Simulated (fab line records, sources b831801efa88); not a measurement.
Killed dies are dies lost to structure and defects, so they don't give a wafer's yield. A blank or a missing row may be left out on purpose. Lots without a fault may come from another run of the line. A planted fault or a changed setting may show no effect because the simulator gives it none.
Which tool did it? | flow gf180mcu | 13 lots, 39 wafers sampled, at 5 steps of a route of 602

WHAT THE GAUGES READ, wafer by wafer
GF_HV_LDD_CD_MEAS_07: target cd 400 nm. Usual: cd_nm 399.5 nm, standard deviation 2.5.
lot  | measured     | on        | cd_nm (nm)        | flag
L515 | day 9 22:10  | cd_sem-01 | 397.9 395.3 398.5 |
L516 | day 10 06:18 | cd_sem-01 | 400.4 400.0 399.5 |
L517 | day 10 17:07 | cd_sem-02 | 394.6 395.9 397.5 |
L518 | day 10 20:10 | cd_sem-01 | 401.6 401.6 402.9 |
L519 | day 11 04:46 | cd_sem-01 | 399.3 396.9 400.2 |
L520 | day 11 07:45 | cd_sem-02 | 397.7 398.0 399.7 |
L521 | day 11 21:43 | cd_sem-02 | 396.4 398.0 398.8 |
L525 | day 13 02:31 | cd_sem-02 | 400.2 400.5 402.6 |
L526 | day 13 07:57 | cd_sem-02 | 399.6 397.4 397.2 |
L532 | day 15 05:42 | cd_sem-01 | 396.4 399.3 399.3 |
L533 | day 15 20:06 | cd_sem-01 | 396.6 395.0 398.4 |
L535 | day 16 07:05 | cd_sem-01 | 396.3 395.7 398.3 |
L538 | day 17 04:52 | cd_sem-01 | 399.9 401.9 398.5 |

GF_V3_CD_MEAS_14: target cd 260 nm. Usual: cd_nm 260.1 nm, standard deviation 1.6.
lot  | measured     | on        | cd_nm (nm)        | flag
L515 | day 22 08:01 | cd_sem-02 | 261.8 262.6 262.7 |
L516 | day 22 14:05 | cd_sem-01 | 259.4 259.3 259.5 |
L517 | day 23 03:52 | cd_sem-02 | 264.3 263.3 263.4 |
L518 | day 23 11:18 | cd_sem-02 | 259.1 258.9 259.7 |
L519 | day 23 18:51 | cd_sem-01 | 259.2 259.7 259.7 |
L520 | day 24 12:15 | cd_sem-01 | 262.4 263.3 262.1 |
L521 | day 24 19:22 | cd_sem-02 | 257.9 256.8 256.5 |
L525 | day 25 22:37 | cd_sem-01 | 259.2 259.7 260.1 |
L526 | day 26 03:20 | cd_sem-01 | 258.9 258.9 259.1 |
L532 | day 28 01:40 | cd_sem-02 | 259.9 260.0 259.9 |
L533 | day 28 13:55 | cd_sem-01 | 258.4 259.4 259.3 |
L535 | day 29 02:53 | cd_sem-02 | 259.4 260.6 260.0 |
L538 | day 29 19:02 | cd_sem-02 | 258.7 259.1 259.8 |

WHICH TOOL RAN EACH LOT (tool, then ch and the chambers of the sampled wafers, then the start)
lot  | GF_STI_COAT_07                   | GF_STI_STRIP_15                     | GF_V2_CMP_26
L515 | litho_track-03 ch 0, day 1 19:06 | plasma_asher-01 ch 0,1, day 2 01:25 | cmp-02 ch 1,2,3, day 20 05:58
L516 | litho_track-03 ch 0, day 2 01:07 | plasma_asher-01 ch 0,1, day 2 07:33 | cmp-02 ch 0,1,2, day 20 13:11
L517 | litho_track-02 ch 0, day 2 05:04 | plasma_asher-02 ch 0, day 2 11:04   | cmp-02 ch 2,3, day 21 03:32
L518 | litho_track-02 ch 0, day 2 10:07 | plasma_asher-01 ch 0,1, day 2 16:25 | cmp-02 ch 0,2,3, day 21 11:43
L519 | litho_track-04 ch 0, day 2 15:27 | plasma_asher-03 ch 0,1, day 2 22:00 | cmp-01 ch 0,1,3, day 21 19:08
L520 | litho_track-03 ch 0, day 2 21:04 | plasma_asher-01 ch 1, day 3 03:39   | cmp-01 ch 1,3, day 22 12:52
L521 | litho_track-04 ch 0, day 3 01:53 | plasma_asher-03 ch 1, day 3 09:06   | cmp-01 ch 0,1,3, day 22 19:30
L525 | litho_track-03 ch 0, day 3 22:39 | plasma_asher-03 ch 0, day 4 05:31   | cmp-01 ch 0,1,2, day 24 02:04
L526 | litho_track-04 ch 0, day 4 03:33 | plasma_asher-01 ch 0, day 4 10:19   | cmp-02 ch 0,1,2, day 24 07:12
L532 | litho_track-04 ch 0, day 5 09:33 | plasma_asher-03 ch 0,1, day 5 17:40 | cmp-01 ch 1,2,3, day 26 06:46
L533 | litho_track-04 ch 0, day 5 15:51 | plasma_asher-01 ch 1, day 5 23:50   | cmp-02 ch 0,2,3, day 26 21:26
L535 | litho_track-03 ch 0, day 6 01:09 | plasma_asher-03 ch 0,1, day 6 08:35 | cmp-02 ch 1,3, day 27 09:28
L538 | litho_track-03 ch 0, day 6 17:22 | plasma_asher-03 ch 0,1, day 7 01:22 | cmp-01 ch 0,1,2, day 28 03:12
- GF_STI_COAT_07: resist thk 700 nm.
- GF_STI_STRIP_15: strips in O2/N2.
- GF_V2_CMP_26: polishes, stops on SiO2, t overpolish 15 s, target thk 0 nm.

WHAT THE TOOLS THEMSELVES READ (means of the sampled wafers that have a number; where no wafer has one, the mark that the record gives instead)
GF_STI_STRIP_15. Usual: drypump_motor_current_A 5.4 A, standard deviation 0.41; heater_power_w 337 W, standard deviation 35; o2_flow_sccm 3002 sccm, standard deviation 9.1; oes_product_au 0.383 a.u., standard deviation 0.0056; strip_time_to_endpoint_s 3.72 s, standard deviation 0.07.
lot  | tool            | drypump_motor_current_A (A) | heater_power_w (W) | o2_flow_sccm (sccm) | oes_product_au (a.u.) | strip_time_to_endpoint_s (s) | flag
L515 | plasma_asher-01 | 5.1                         | 342                | 2997                | 0.385                 | 3.73                         |
L516 | plasma_asher-01 | 5.1                         | 340                | 3009                | 0.380                 | 3.71                         |
L517 | plasma_asher-02 | 5.1                         | 441                | 2987                | 0.386                 | 3.73                         |
L518 | plasma_asher-01 | 5.3                         | 349                | 2996                | 0.386                 | 3.72                         |
L519 | plasma_asher-03 | 5.6                         | 311                | 2990                | 0.388                 | 3.76                         |
L520 | plasma_asher-01 | 4.9                         | 326                | 3000                | 0.380                 | 3.71                         |
L521 | plasma_asher-03 | 6.0                         | 336                | 3013                | 0.386                 | 3.75                         |
L525 | plasma_asher-03 | 5.4                         | 295                | 3011                | 0.380                 | 3.70                         |
L526 | plasma_asher-01 | 5.6                         | 357                | 3008                | 0.384                 | 3.70                         |
L532 | plasma_asher-03 | 5.9                         | 328                | 3001                | 0.391                 | 4.00                         | OFF
L533 | plasma_asher-01 | 4.9                         | 328                | 3002                | 0.396                 | 3.98                         | OFF
L535 | plasma_asher-03 | 5.6                         | 312                | 3009                | 0.383                 | 3.69                         |
L538 | plasma_asher-03 | 5.8                         | 331                | 2998                | 0.381                 | 3.73                         |

GF_V2_CMP_26. Usual: motor_current_A 11.4 A, standard deviation 0.99; overpolish_run_s 15.001 s, standard deviation 0.0093; retaining_ring_pressure_frac 1.000, standard deviation 0.0043; slurry_filter_dp_kPa 13.50 kPa, standard deviation 0.14; slurry_flow_ml_min 150.0, standard deviation 0.46; time_to_endpoint_s 83 s, standard deviation 4.1.
lot  | tool   | motor_current_A (A) | overpolish_run_s (s) | retaining_ring_pressure_frac | slurry_filter_dp_kPa (kPa) | slurry_flow_ml_min | time_to_endpoint_s (s) | flag
L515 | cmp-02 | 11.3                | 14.998               | 1.003                        | 13.45                      | 150.0              | 80                     |
L516 | cmp-02 | 11.5                | 15.006               | 0.995                        | 13.52                      | 150.1              | 80                     |
L517 | cmp-02 | 11.2                | 14.997               | 1.004                        | 13.61                      | 150.0              | 85                     |
L518 | cmp-02 | 11.6                | 14.990               | 0.999                        | 13.48                      | 150.2              | 83                     |
L519 | cmp-01 | 11.2                | 14.996               | 0.999                        | 13.59                      | 150.1              | 80                     |
L520 | cmp-01 | 10.6                | 15.006               | 0.993                        | 13.58                      | 150.4              | 84                     |
L521 | cmp-01 | 11.4                | 15.000               | 1.000                        | 13.46                      | 150.4              | 85                     |
L525 | cmp-01 | 11.7                | 14.997               | 0.999                        | 13.52                      | 150.3              | 85                     |
L526 | cmp-02 | 11.1                | 15.002               | 0.995                        | 13.40                      | 149.7              | 84                     |
L532 | cmp-01 | 10.6                | 14.997               | 1.002                        | 13.61                      | 150.1              | 87                     |
L533 | cmp-02 | 11.4                | 14.996               | 0.998                        | 13.59                      | 150.0              | 82                     |
L535 | cmp-02 | 10.8                | 14.999               | 1.004                        | 13.46                      | 150.1              | 87                     |
L538 | cmp-01 | 11.8                | 15.001               | 1.005                        | 13.47                      | 149.7              | 77                     |

THE ANSWER, worked out from the rows above alone
Rule: a lot is off if the mean of its wafers that have a number lies more than 3 standard deviations from the usual mean. A lot without any number at a reading at which 4 lots or more have one is off too. The other lots that the step has rows for count as sound. The gauges are gone through in route order, then the tools' own readings, and for those a lot's mean is taken as printed above. The first step at which some lot is off is used, and at that step the reading that is off furthest; a lot without a number counts as furthest.
Off: L532, L533, at GF_STI_STRIP_15 (strip_time_to_endpoint_s).
A tool fits if, at that step or a process step before it, it ran every lot that is off, and no sound lot after the first of them. One fits: litho_track-04 at GF_STI_COAT_07. Its last sound lot is L526 (day 4 03:33), its first lot that is off L532 (day 5 09:33): a fault that began between those two fits.

WHAT THE SIMULATOR HAD PUT IN
Process parameter drift: litho_track-04, from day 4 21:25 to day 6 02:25, at GF_STI_COAT_07. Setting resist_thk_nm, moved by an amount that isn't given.
Lots struck among those shown: L532, L533. The rule above found the same.
